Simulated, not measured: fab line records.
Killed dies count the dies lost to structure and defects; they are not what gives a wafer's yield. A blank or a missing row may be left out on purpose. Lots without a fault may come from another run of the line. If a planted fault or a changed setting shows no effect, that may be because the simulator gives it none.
fab line records | flow sky130
record lots=14 | wafers=42 | last-day=50
route steps=708 shown LDD_LDN@303 PAD_OPEN@708
lots that met no fault: taken from a fault-free run of the same line
start-h: hours from the record's first day to the start of the lot's first wafer shown | wait-h: hours from the lot's prior step to this one | " as in the row above | L1.1+2: one row covering several wafers at once | - value missing, or start not given | * or withheld: withheld | < > ~ a bound
route shown NAME@n: names a module that has steps shown in the file, with the first one's number in the route | usual: mean/standard deviation of fault-free wafers | same: alike in all rows | chamber/n: place in a boat | sites: readings site by site | _std_site: how widely they spread, as a standard deviation | _edge_site: mean of outer sites minus mean of inner sites | radius-mm: how far each site lies from the wafer's centre | mask NAME#n: copy n | behind: the most recent tool/chamber to have shaped the wafer | hold: what put the lot on hold/how long, in hours/how the hold closed | device: transistor that didn't switch, given as n, p or np | end of line: the same wafers' tests at the end of the route | where a step has no rows: the recipe by itself | killed: dies that structure and defects cost at the first sort, which is not the same as the wafer's yield | map: shows each die of a wafer: x if killed, . if not, _ if none is there
set.NAME: the setting that was run; set.NAME@STEP: the one run at that earlier step | model.NAME: the simulator's own value behind a step, which no gauge read
route steps across a sampled set of lots; one table per step, one row per wafer
services: from which hour (start-h, from the record's first day; less than 0 if before it) a tool's chamber was out of use, for how many hours, and why
## steps
# step SKY_LDD_LDN_CLEAN_14
# recipe chemistry=SC1/SC2 | mix=1:4:20 | temp-c=70 | time-s=150 | dry=n2-spin
lot.wafer  | tool         | chamber | start-h | wait-h
L329.1+3+6 | wet-bench-04 | 0       | 532.28  | 0.1
L330.3+5+6 | wet-bench-01 | 0       | 544.30  | 0.0
L332.1+2+3 | wet-bench-01 | 0       | 553.10  | 0.1
L333.1+3+6 | wet-bench-03 | 0       | 563.77  | 0.1
L334.3+4+5 | wet-bench-04 | 3       | 570.15  | 0.0
L335.1+2+3 | wet-bench-04 | 2       | 588.37  | 0.1
L336.3+4+6 | wet-bench-04 | 3       | 593.45  | 0.0
L337.1+2+4 | wet-bench-04 | 1       | 596.05  | 0.1
L338.1+3+4 | wet-bench-03 | 2       | 605.03  | 0.1
L340.3+5+6 | wet-bench-03 | 3       | 627.35  | 0.0
L344.3+4+5 | wet-bench-01 | 1       | 652.65  | 0.0
L348.1+3+4 | wet-bench-01 | 1       | 687.33  | 0.1
L350.2+4+6 | wet-bench-03 | 3       | 696.67  | 0.0
L351.4+5+6 | wet-bench-03 | 1       | 713.82  | 0.0
# step SKY_PAD_OPEN_PROBE_99
# usual killed_at_M0_to_M3=43/6.6 | killed_at_M4_up=3.4/1.8 | killed-at-contacts=24/4.9 | killed-at-front-end=15/4.1 | killed-at-other=0.3/0.55 | killed-dies=85/8.8 | killed-on-rim=17/3.7 | killed-open=46/6.1 | killed-short=39/5.7
# same gross-dies=492 | killed-at-back-side=0
lot.wafer | tool      | chamber | start-h | wait-h | killed_at_M0_to_M3 | killed_at_M4_up | killed-at-contacts | killed-at-front-end | killed-at-other | killed-dies | killed-on-rim | killed-open | killed-short
L344.3    | prober-01 | -       | 1161.33 | 0.2    | 36                 | 3               | 17                 | 57                  | 0               | 113         | 25            | 43          | 25
L344.4    | prober-01 | -       | 1161.38 | 0.2    | 48                 | 4               | 25                 | 57                  | 0               | 134         | 25            | 48          | 38
L344.5    | prober-01 | -       | 1161.43 | 0.2    | 50                 | 1               | 22                 | 51                  | 0               | 124         | 25            | 51          | 34
L348.1    | prober-01 | -       | 1183.51 | 0.1    | 38                 | 3               | 13                 | 53                  | 0               | 107         | 24            | 36          | 29
L348.3    | prober-01 | -       | 1183.61 | 0.2    | 35                 | 3               | 18                 | 51                  | 1               | 108         | 28            | 30          | 38
L348.4    | prober-01 | -       | 1183.66 | 0.2    | 54                 | 2               | 23                 | 51                  | 0               | 130         | 32            | 45          | 47
# killed by level:class
L344.3 LDD_LDN:unspecified=44 VIA1:geometric-particle:open=10 CONTACT:geometric-particle:open=7 FIELD_ISO:geometric-particle:open=6 LI_CONTACT:geometric-particle:open=4 METAL1:geometric-particle:short=4 VIA2:geometric-particle:open=4 LOCAL_INTERCONNECT:geometric-particle:short=3
L344.4 LDD_LDN:unspecified=47 VIA2:geometric-particle:open=9 VIA1:geometric-particle:open=9 LI_CONTACT:geometric-particle:open=7 METAL2:geometric-particle:short=7 LOCAL_INTERCONNECT:geometric-particle:short=6 CONTACT:geometric-particle:open=6 VIA3:geometric-particle:open=5
L344.5 LDD_LDN:unspecified=39 VIA1:geometric-particle:open=10 VIA3:geometric-particle:open=10 CONTACT:geometric-particle:open=9 LI_CONTACT:geometric-particle:open=8 VIA1:geometric-particle:short=8 VIA2:geometric-particle:open=7 METAL2:geometric-particle:short=5
L348.1 LDD_LDN:unspecified=42 METAL1:geometric-particle:short=7 VIA2:geometric-particle:open=7 LI_CONTACT:geometric-particle:open=6 VIA3:geometric-particle:open=5 POLY_GATE:geometric-particle:open=4 CONTACT:geometric-particle:open=4 VIA2:geometric-particle:short=4
L348.3 LDD_LDN:unspecified=40 CONTACT:geometric-particle:open=7 VIA1:geometric-particle:open=7 VIA1:geometric-particle:short=6 VIA2:geometric-particle:open=5 VIA2:geometric-particle:short=5 POLY_GATE:geometric-particle:short=4 LI_CONTACT:geometric-particle:open=4
L348.4 LDD_LDN:unspecified=38 CONTACT:geometric-particle:open=11 METAL2:geometric-particle:short=11 METAL1:geometric-particle:short=10 VIA2:geometric-particle:open=9 VIA1:geometric-particle:open=8 VIA3:geometric-particle:short=6 FIELD_ISO:geometric-particle:open=5
## services
tool         | chamber | start-h | hours | kind
wet-bench-04 | -       | 598.58  | 85.0  | repair
## key
first-sign step=SKY_PAD_OPEN_PROBE_99 | reading=killed-at-front-end | direction=up | sigmas=9.3 | usual=15 | struck=53
effect step=SKY_PAD_OPEN_PROBE_99 | reading=killed-dies | direction=up | sigmas=3.9 | usual=85 | struck=119
met-at SKY_LDD_LDN_CLEAN_14
struck-lots L344,L348
tester-left-out L344,L348
onset-between 553.10 652.65
fault kind=chamber-particle-source | tool=wet-bench-01 | chamber=- | onset-h=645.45 | steps=SKY_LDD_LDN_CLEAN_14 | rate-per-visit-cm2=1.4615 | end-h=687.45
# tester-left-out: of these lots the tester's yield and bins aren't shown, on N5 and GAA mostly nor the transistor test; their killed dies are dies lost to structure and defects alone, not to doping, threshold or leakage, so they don't give the yield
